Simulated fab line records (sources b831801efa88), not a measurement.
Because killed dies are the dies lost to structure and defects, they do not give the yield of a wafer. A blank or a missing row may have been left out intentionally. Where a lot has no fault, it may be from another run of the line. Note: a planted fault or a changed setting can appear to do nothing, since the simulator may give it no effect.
fab line records    flow gf180mcu
record lots=14  wafers=42  lastDay=34
route steps=602 shown CONTACT@311 V1@336
lots with no fault: from the same line, run without faults
startH: hours from the record's first day to the start of the lot's first wafer shown    waitH: hours elapsed since this lot's preceding step    " identical to the entry in the row above    L1.1+2: one row covering several wafers at once    - no value, or no start given    * or withheld: withheld    < > ~ a bound
route shown NAME@n: names a module that has steps shown in the file, with the first one's number in the route    usual: the fault-free wafers' mean and standard deviation    same: alike in all rows    chamber/n: place in a boat    sites: per-site readings    _std_site: the standard deviation of these    _edge_site: mean of outer sites minus mean of inner sites    radiusMm: for every site, how far away it sits from the centre of the wafer    mask NAME#n: copy n    behind: the tool/chamber that last shaped the wafer    hold: why the lot went on hold/how many hours it stayed there/how the hold came to an end    device: transistor that didn't switch, given as n, p or np    end of line: tests of these same wafers at the route's end    a step without rows: its recipe alone    killed: at the first sort, the dies lost to defects and structure; wafer yield is something else    map: per-die view of a wafer (x killed, . not killed, _ where there is no die)
set.NAME: the run value of the setting; set.NAME@STEP: its run value at that earlier step    model.NAME: the simulator's own value behind a step, which no gauge read
a sample of lots followed through the steps of the route, with each step as a table and each wafer as a row
services: the hour from which a tool's chamber was out of use, counted from the record's first day as startH (under 0 if before that day), plus the number of hours and why
## steps
# step GF_CONTACT_CVD_24
# recipe material=W  targetThkNm=300  timeS=90.339  tempC=400  pressureTorr=40
# usual chamberPressureTorr=39.99/0.095  heaterPowerW=875/55
lot.wafer  tool     chamber  startH  waitH  chamberPressureTorr  heaterPowerW
L133.2     cvdW-01  0        411.70  0.0    40.11                888
L133.3     "        1        "       "      39.79                945
L133.4     "        0        "       "      40.08                900
L134.2     cvdW-02  0        419.11  0.0    40.09                850
L134.3     "        0        "       "      40.04                871
L134.4     "        1        "       "      40.04                826
L136.1     cvdW-02  0        437.97  0.0    40.01                873
L136.4     "        1        "       "      39.89                797
L136.6     "        1        "       "      40.11                811
L138.3     cvdW-02  1        460.38  0.1    40.00                790
L138.4     "        0        "       "      40.02                879
L138.6     "        1        "       "      40.23                797
L139.2     cvdW-01  1        465.74  0.0    40.00                979
L139.3     "        1        "       "      39.99                941
L139.6     "        0        "       "      40.01                882
L141.2     cvdW-02  0        477.87  0.0    40.00                869
L141.5     "        0        "       "      39.94                874
L141.6     "        1        "       "      39.95                823
L142.1     cvdW-01  1        485.47  0.0    40.10                962
L142.3     "        1        "       "      40.10                931
L142.5     "        0        "       "      39.99                884
L145.1     cvdW-02  0        508.06  0.0    40.05                890
L145.4     "        1        "       "      39.98                814
L145.5     "        1        "       "      40.04                801
L146.2     cvdW-02  0        518.81  0.0    39.99                889
L146.3     "        0        "       "      39.92                870
L146.4     "        1        "       "      40.06                796
L147.1     cvdW-01  1        529.97  0.0    39.96                965
L147.2     "        0        "       "      39.92                882
L147.6     "        1        "       "      39.98                964
L148.2     cvdW-02  1        537.50  0.0    40.30                829
L148.4     "        1        "       "      40.18                813
L148.5     "        1        "       "      40.10                818
L149.4     cvdW-02  1        544.64  0.1    39.87                787
L149.5     "        0        "       "      40.02                889
L149.6     "        1        "       "      39.96                809
L150.1     cvdW-01  1        555.12  0.0    40.02                977
L150.3     "        1        "       "      39.85                953
L150.4     "        0        "       "      40.01                904
L151.1     cvdW-02  1        556.07  0.0    40.05                819
L151.2     "        0        "       "      39.91                881
L151.3     "        1        "       "      40.02                820
# step GF_V1_THK_MEAS_01
# recipe reads=SiO2_of_V1_CVD_00
# usual V1_CVD_00_THK=600/5.6
lot.wafer  tool          chamber  startH  waitH  V1_CVD_00_THK[nm]
L133.2     filmMetro-02  -        437.04  0.0    602
L133.3     "             -        "       "      605
L133.4     "             -        "       "      592
L134.2     filmMetro-01  -        445.27  0.0    594
L134.3     "             -        "       "      593
L134.4     "             -        "       "      599
L136.1     filmMetro-01  -        463.77  0.0    607
L136.4     "             -        "       "      603
L136.6     "             -        "       "      599
L138.3     filmMetro-03  -        487.20  0.1    601
L138.4     "             -        "       "      603
L138.6     "             -        "       "      597
L139.2     filmMetro-03  -        491.94  0.0    596
L139.3     "             -        "       "      592
L139.6     "             -        "       "      599
L141.2     filmMetro-03  -        502.60  0.0    592
L141.5     "             -        "       "      597
L141.6     "             -        "       "      597
L142.1     filmMetro-02  -        510.64  0.1    604
L142.3     "             -        "       "      607
L142.5     "             -        "       "      609
L145.1     filmMetro-02  -        532.06  0.0    596
L145.4     "             -        "       "      596
L145.5     "             -        "       "      599
L146.2     filmMetro-02  -        542.92  0.0    602
L146.3     "             -        "       "      618
L146.4     "             -        "       "      603
L147.1     filmMetro-03  -        554.31  0.0    602
L147.2     "             -        "       "      608
L147.6     "             -        "       "      601
L148.2     filmMetro-02  -        562.06  0.0    607
L148.4     "             -        "       "      606
L148.5     "             -        "       "      599
L149.4     filmMetro-01  -        568.80  0.0    596
L149.5     "             -        "       "      592
L149.6     "             -        "       "      591
L150.1     filmMetro-01  -        578.79  0.0    594
L150.3     "             -        "       "      601
L150.4     "             -        "       "      593
L151.1     filmMetro-02  -        579.52  0.0    596
L151.2     "             -        "       "      602
L151.3     "             -        "       "      595
# step GF_V1_EXPOSE_11
# recipe maskId=Via1  targetCdNm=260  na=0.68  sourceShape=conventional  sigmaOuter=0.6  doseMj=38
# usual exposureDoseMJCm2=37.96/0.045  focusOffsetNm=-0.1/0.53  na=0.68/0
lot.wafer  tool           chamber  startH  waitH  mask    exposureDoseMJCm2  focusOffsetNm  na
L133.2     krfScanner-01  -        449.74  -      Via1#0  -                  -              -
L133.3     "              -        "       "      Via1#0  -                  -              -
L133.4     "              -        "       "      Via1#0  -                  -              -
L134.2     krfScanner-01  -        457.94  -      Via1#0  -                  -              -
L134.3     "              -        "       "      Via1#0  -                  -              -
L134.4     "              -        "       "      Via1#0  -                  -              -
L136.1     krfScanner-01  0        476.54  -      Via1#0  37.92              0.0            0.68
L136.4     "              0        "       "      Via1#0  38.02              0.2            0.68
L136.6     "              0        "       "      Via1#0  38.00              0.3            0.68
L138.3     krfScanner-01  0        499.76  -      Via1#0  37.90              0.0            0.68
L138.4     "              0        "       "      Via1#0  37.97              1.0            0.68
L138.6     "              0        "       "      Via1#0  37.95              -0.7           0.68
L139.2     krfScanner-02  0        504.26  -      Via1#0  37.89              -0.2           0.68
L139.3     "              0        "       "      Via1#0  37.91              -0.3           0.68
L139.6     "              0        "       "      Via1#0  38.00              -0.3           0.68
L141.2     krfScanner-02  0        515.04  -      Via1#0  38.01              -0.9           0.68
L141.5     "              0        "       "      Via1#0  38.04              -0.1           0.68
L141.6     "              0        "       "      Via1#0  38.04              -0.3           0.68
L142.1     krfScanner-02  0        523.18  -      Via1#0  37.98              -0.4           0.68
L142.3     "              0        "       "      Via1#0  37.99              -0.7           0.68
L142.5     "              0        "       "      Via1#0  37.98              -1.1           0.68
L145.1     krfScanner-02  0        544.02  -      Via1#0  37.98              -0.1           0.68
L145.4     "              0        "       "      Via1#0  37.94              -0.6           0.68
L145.5     "              0        "       "      Via1#0  37.94              0.5            0.68
L146.2     krfScanner-01  0        554.64  -      Via1#0  37.95              -0.2           0.68
L146.3     "              0        "       "      Via1#0  37.88              -0.2           0.68
L146.4     "              0        "       "      Via1#0  37.93              0.1            0.68
L147.1     krfScanner-01  0        566.02  -      Via1#0  37.96              -1.2           0.68
L147.2     "              0        "       "      Via1#0  37.97              -0.7           0.68
L147.6     "              0        "       "      Via1#0  37.94              -1.5           0.68
L148.2     krfScanner-02  0        573.44  -      Via1#0  38.02              0.4            0.68
L148.4     "              0        "       "      Via1#0  38.01              0.4            0.68
L148.5     "              0        "       "      Via1#0  37.94              -0.1           0.68
L149.4     krfScanner-01  0        581.05  -      Via1#0  37.87              -1.3           0.68
L149.5     "              0        "       "      Via1#0  37.87              -0.4           0.68
L149.6     "              0        "       "      Via1#0  37.91              -0.2           0.68
L150.1     krfScanner-01  0        590.53  -      Via1#0  37.83              -0.4           0.68
L150.3     "              0        "       "      Via1#0  37.94              -0.5           0.68
L150.4     "              0        "       "      Via1#0  37.89              -0.2           0.68
L151.1     krfScanner-02  0        591.34  -      Via1#0  37.93              -0.3           0.68
L151.2     "              0        "       "      Via1#0  37.93              0.8            0.68
L151.3     "              0        "       "      Via1#0  37.97              0.3            0.68
# step GF_V1_OVL_MEAS_15
# usual V1_OVL=0/5.8
lot.wafer  tool        chamber  startH  waitH  V1_OVL[nm]
L133.2     overlay-01  -        461.61  0.1    -
L133.3     "           -        "       "      -
L133.4     "           -        "       "      -
L134.2     overlay-02  -        469.61  0.1    -
L134.3     "           -        "       "      -
L134.4     "           -        "       "      -
L136.1     overlay-01  -        488.79  0.1    2
L136.4     "           -        "       "      -5
L136.6     "           -        "       "      -10
L138.3     overlay-02  -        511.93  0.1    16
L138.4     "           -        "       "      -1
L138.6     "           -        "       "      10
L139.2     overlay-01  -        515.79  0.1    -8
L139.3     "           -        "       "      -8
L139.6     "           -        "       "      -4
L141.2     overlay-02  -        526.31  0.1    -4
L141.5     "           -        "       "      -3
L141.6     "           -        "       "      0
L142.1     overlay-02  -        534.97  0.1    6
L142.3     "           -        "       "      1
L142.5     "           -        "       "      -3
L145.1     overlay-01  -        554.24  0.1    7
L145.4     "           -        "       "      -3
L145.5     "           -        "       "      1
L146.2     overlay-01  -        565.46  0.1    -4
L146.3     "           -        "       "      1
L146.4     "           -        "       "      -3
L147.1     overlay-01  -        576.72  0.1    3
L147.2     "           -        "       "      -1
L147.6     "           -        "       "      -7
L148.2     overlay-01  -        584.16  0.1    5
L148.4     "           -        "       "      2
L148.5     "           -        "       "      -2
L149.4     overlay-01  -        591.70  0.1    -2
L149.5     "           -        "       "      0
L149.6     "           -        "       "      -9
L150.1     overlay-02  -        601.64  0.1    5
L150.3     "           -        "       "      2
L150.4     "           -        "       "      -2
L151.1     overlay-01  -        601.99  0.1    6
L151.2     "           -        "       "      1
L151.3     "           -        "       "      5
## services
tool           chamber  startH  hours  kind
krfScanner-02  0        388.72  -      calibration
cvdW-02        -        390.00  14.0   pm
cvdW-02        0        390.00  14.0   ventCycle
cvdW-02        1        390.00  14.0   ventCycle
krfScanner-01  -        394.32  5.5    repair
cvdW-02        0        404.00  -      clean
cvdW-02        1        404.00  -      clean
krfScanner-01  -        414.38  0.2    repair
cvdW-01        -        417.86  14.6   pm
krfScanner-01  -        418.25  1.3    pm
krfScanner-02  -        432.18  1.3    pm
krfScanner-01  -        453.11  0.8    pm
krfScanner-02  -        462.82  0.8    pm
krfScanner-02  -        465.21  1.0    pm
krfScanner-01  -        478.24  1.0    pm
krfScanner-02  -        483.73  3.5    repair
krfScanner-01  0        488.49  -      calibration
cvdW-02        -        498.91  4.3    pm
krfScanner-01  -        511.56  3.6    pm
cvdW-02        1        525.07  5.7    repair
krfScanner-01  -        546.40  1.4    repair
krfScanner-02  0        560.03  -      calibration
krfScanner-02  -        560.86  7.2    pm
krfScanner-02  -        578.33  2.7    repair
## key
firstSign step=GF_V1_EXPOSE_11  reading=toolRecord  direction=missing
effect none on later readings
metAt GF_V1_EXPOSE_11
struckLots L133,L134
laterRowsLeftOut L133.2,L133.3,L133.4,L134.2,L134.3,L134.4
sortLeftOut L133.2,L133.3,L133.4,L134.2,L134.3,L134.4
notActingAt GF_CONTACT_CVD_24,GF_V1_THK_MEAS_01,GF_V1_OVL_MEAS_15
fault kind=skippedStepWhole  tool=krfScanner-01,krfScanner-02  chamber=-  onsetH=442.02  steps=GF_V1_EXPOSE_11  scope=struckLotsOnly
# sortLeftOut: the simulated sort isn't trusted on such a fault, so these wafers' sort isn't shown, and their yield isn't known
# laterRowsLeftOut: the simulator's readings of these wafers behind a module that went badly wrong aren't trusted and aren't shown, but for the sort
